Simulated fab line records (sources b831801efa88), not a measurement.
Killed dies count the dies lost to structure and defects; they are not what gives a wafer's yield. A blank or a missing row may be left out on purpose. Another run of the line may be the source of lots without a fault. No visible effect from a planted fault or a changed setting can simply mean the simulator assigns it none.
Which tool did it? | flow gf180mcu | 36 wafers from 12 lots sampled at 6 of the route's 602 steps

== WHAT EACH GAUGE READ, for each wafer ==
GF_DUAL_GATE_THK_MEAS_03.
lot  | measured     | on           | DUAL_GATE_OXIDATION_00_THK (nm)
L673 | day 7 13:09  | filmMetro-02 | 10.68 10.67 10.40
L674 | day 7 20:53  | filmMetro-02 | 10.90 10.67 10.82
L675 | day 8 03:25  | filmMetro-01 | 10.96 10.80 10.98
L676 | day 8 12:13  | filmMetro-02 | 10.68 10.74 10.72
L677 | day 8 18:50  | filmMetro-02 | 11.01 10.94 10.92
L678 | day 9 01:37  | filmMetro-04 | 11.18 11.03 11.06
L680 | day 9 19:05  | filmMetro-04 | 10.74 10.74 10.83
L688 | day 12 03:58 | filmMetro-02 | 10.89 10.91 10.93
L692 | day 13 00:01 | filmMetro-04 | 10.66 10.64 10.75
L693 | day 13 12:18 | filmMetro-02 | 10.77 10.66 10.77
L694 | day 13 15:16 | filmMetro-02 | 11.15 10.88 11.24
L696 | day 14 05:04 | filmMetro-01 | 10.99 11.09 10.99

GF_POLY_GATE_THK_MEAS_17.
lot  | measured     | on           | POLY_GATE_OXIDATION_THK (nm)
L673 | day 9 01:57  | filmMetro-02 | 4.01 3.92 4.03
L674 | day 9 10:58  | filmMetro-02 | 4.11 4.06 4.00
L675 | day 9 19:48  | filmMetro-01 | 4.03 4.06 4.08
L676 | day 10 03:04 | filmMetro-03 | 4.02 3.98 3.98
L677 | day 10 11:15 | filmMetro-02 | 4.14 3.98 4.07
L678 | day 10 18:49 | filmMetro-01 | 3.96 4.02 4.02
L680 | day 11 11:14 | filmMetro-01 | 3.99 3.96 3.98
L688 | day 14 04:28 | filmMetro-03 | 4.24 4.19 4.18
L692 | day 14 22:08 | filmMetro-03 | 3.96 3.94 3.92
L693 | day 15 12:41 | filmMetro-03 | 4.15 4.06 4.13
L694 | day 15 13:51 | filmMetro-02 | 4.13 4.14 4.08
L696 | day 16 04:02 | filmMetro-03 | 3.94 4.01 4.01

GF_HV_LDD_TW_MEAS_38.
lot  | measured     | on           | HV_LDD_3_TW
L673 | day 11 08:59 | filmMetro-03 | 1449 1453 1453
L674 | day 11 18:43 | filmMetro-04 | 1432 1438 1434
L675 | day 12 02:45 | filmMetro-04 | 1416 1422 1430
L676 | day 12 12:04 | filmMetro-01 | 1525 1525 1519
L677 | day 12 20:13 | filmMetro-04 | 1528 1534 1530
L678 | day 13 04:50 | filmMetro-01 | 1426 1436 1428
L680 | day 13 22:53 | filmMetro-03 | 1569 1573 1572
L688 | day 16 22:24 | filmMetro-03 | 1451 1448 1459
L692 | day 17 16:53 | filmMetro-01 | 1422 1416 1416
L693 | day 18 09:25 | filmMetro-04 | 1424 1427 1423
L694 | day 18 10:05 | filmMetro-01 | 1424 1421 1426
L696 | day 19 03:06 | filmMetro-01 | 1425 1425 1423

GF_HV_LDD_RS_MEAS_53: measures by four-point-probe.
lot  | measured     | on           | HV_LDD_RS (ohm/sq)
L673 | day 12 03:57 | filmMetro-04 | 418.5 419.4 420.4
L674 | day 12 13:55 | filmMetro-04 | 419.9 421.3 419.0
L675 | day 12 22:07 | filmMetro-03 | 420.2 418.7 419.1
L676 | day 13 07:23 | filmMetro-01 | 399.3 398.7 399.8
L677 | day 13 15:09 | filmMetro-01 | 400.0 400.3 399.8
L678 | day 14 01:17 | filmMetro-04 | 419.4 418.0 417.2
L680 | day 14 19:45 | filmMetro-01 | 398.5 399.8 399.7
L688 | day 17 21:01 | filmMetro-03 | 417.7 417.9 417.1
L692 | day 18 16:26 | filmMetro-01 | 418.8 420.0 419.2
L693 | day 19 09:39 | filmMetro-01 | 418.6 418.1 418.1
L694 | day 19 11:12 | filmMetro-01 | 418.7 418.1 418.2
L696 | day 20 03:35 | filmMetro-01 | 417.8 417.9 419.2

== EACH LOT AND THE TOOL THAT RAN IT (in order: tool; ch and the chambers of the sampled wafers; start) ==
lot  | GF_HV_LDD_IMPLANT_36            | GF_HV_LDD_STRIP_37
L673 | implanter-03 ch 0, day 11 08:44 | plasmaAsher-04 ch 0,1, day 11 08:53
L674 | implanter-02 ch 0, day 11 18:29 | plasmaAsher-04 ch 0,1, day 11 18:37
L675 | implanter-03 ch 0, day 12 02:31 | plasmaAsher-01 ch 0,1, day 12 02:38
L676 | implanter-03 ch 0, day 12 11:31 | plasmaAsher-01 ch 0,1, day 12 11:58
L677 | implanter-04 ch 0, day 12 19:38 | plasmaAsher-04 ch 0,1, day 12 20:07
L678 | implanter-02 ch 0, day 13 04:35 | plasmaAsher-04 ch 0,1, day 13 04:44
L680 | implanter-02 ch 0, day 13 22:19 | plasmaAsher-04 ch 0,1, day 13 22:47
L688 | implanter-04 ch 0, day 16 22:10 | plasmaAsher-01 ch 0, day 16 22:17
L692 | implanter-04 ch 0, day 17 16:38 | plasmaAsher-01 ch 0,1, day 17 16:47
L693 | implanter-02 ch 0, day 18 09:10 | plasmaAsher-02 ch 0, day 18 09:19
L694 | implanter-03 ch 0, day 18 09:50 | plasmaAsher-02 ch 1, day 18 09:59
L696 | implanter-02 ch 0, day 19 02:52 | plasmaAsher-04 ch 0,1, day 19 02:59
- GF_HV_LDD_IMPLANT_36
- GF_HV_LDD_STRIP_37: strips in O2/N2.

== WHAT THE TOOLS THEMSELVES READ (means of the sampled wafers that have a number; where no wafer has one, the mark that the record gives instead) ==
GF_HV_LDD_IMPLANT_36.
lot  | tool         | tiltDeg (degrees)
L673 | implanter-03 | 29.996
L674 | implanter-02 | 30.000
L675 | implanter-03 | 29.976
L676 | implanter-03 | 29.987
L677 | implanter-04 | 30.023
L678 | implanter-02 | 29.991
L680 | implanter-02 | 30.012
L688 | implanter-04 | 30.004
L692 | implanter-04 | 29.975
L693 | implanter-02 | 29.981
L694 | implanter-03 | 30.008
L696 | implanter-02 | 30.009

GF_HV_LDD_STRIP_37.
lot  | tool           | drypumpMotorCurrentA (A) | heaterPowerW (W) | oesProductAu (a.u.) | stripTimeToEndpointS (s)
L673 | plasmaAsher-04 | 5.6                      | 309              | 0.717               | 12.64
L674 | plasmaAsher-04 | 5.3                      | 310              | 0.716               | 12.67
L675 | plasmaAsher-01 | 5.7                      | 316              | 0.719               | 12.64
L676 | plasmaAsher-01 | 5.7                      | 313              | 0.720               | 12.65
L677 | plasmaAsher-04 | 5.6                      | 315              | 0.718               | 12.65
L678 | plasmaAsher-04 | 5.3                      | 311              | 0.719               | 12.69
L680 | plasmaAsher-04 | 5.2                      | 310              | 0.713               | 12.61
L688 | plasmaAsher-01 | 5.9                      | 332              | 0.711               | 12.64
L692 | plasmaAsher-01 | 5.8                      | 317              | 0.720               | 12.62
L693 | plasmaAsher-02 | 5.5                      | 394              | 0.716               | 12.60
L694 | plasmaAsher-02 | 5.6                      | 418              | 0.716               | 12.64
L696 | plasmaAsher-04 | 5.3                      | 310              | 0.710               | 12.64

== THE ANSWER, worked out from the rows above alone ==
Rule: usual is defined by the lots themselves. The widest of any qualifying gaps counts: lots, ordered by their means at a reading, are off when they make up no more than a third of the lots, leave a main group of 4 or more, and stand apart from it by 3 or more times the standard deviation of that group's means. A main group whose means are all the same, to the digits that the tables above print for the reading, isn't used. Also off: a lot with no number at a reading for which 4 or more lots have one. Any other lot the step has rows for is counted as sound. Order of review: gauges by route order, followed by the tools' own readings, for which a lot's mean as printed above is used. At the first step where some lot is off, the reading lying furthest off is the one used; lots without a number count as furthest.
Off: at GF_HV_LDD_TW_MEAS_38 (HV_LDD_3_TW), L676, L677, L680. Main group: mean 1431, sd 12.
If a tool, at a process step before that reading, ran all the lots that are off and no sound lot after the first of them, it fits. The gauges at GF_HV_LDD_TW_MEAS_38 are tried like those tools. Of those tried, none fits.

== WHAT HAD BEEN PUT IN BY THE SIMULATOR ==
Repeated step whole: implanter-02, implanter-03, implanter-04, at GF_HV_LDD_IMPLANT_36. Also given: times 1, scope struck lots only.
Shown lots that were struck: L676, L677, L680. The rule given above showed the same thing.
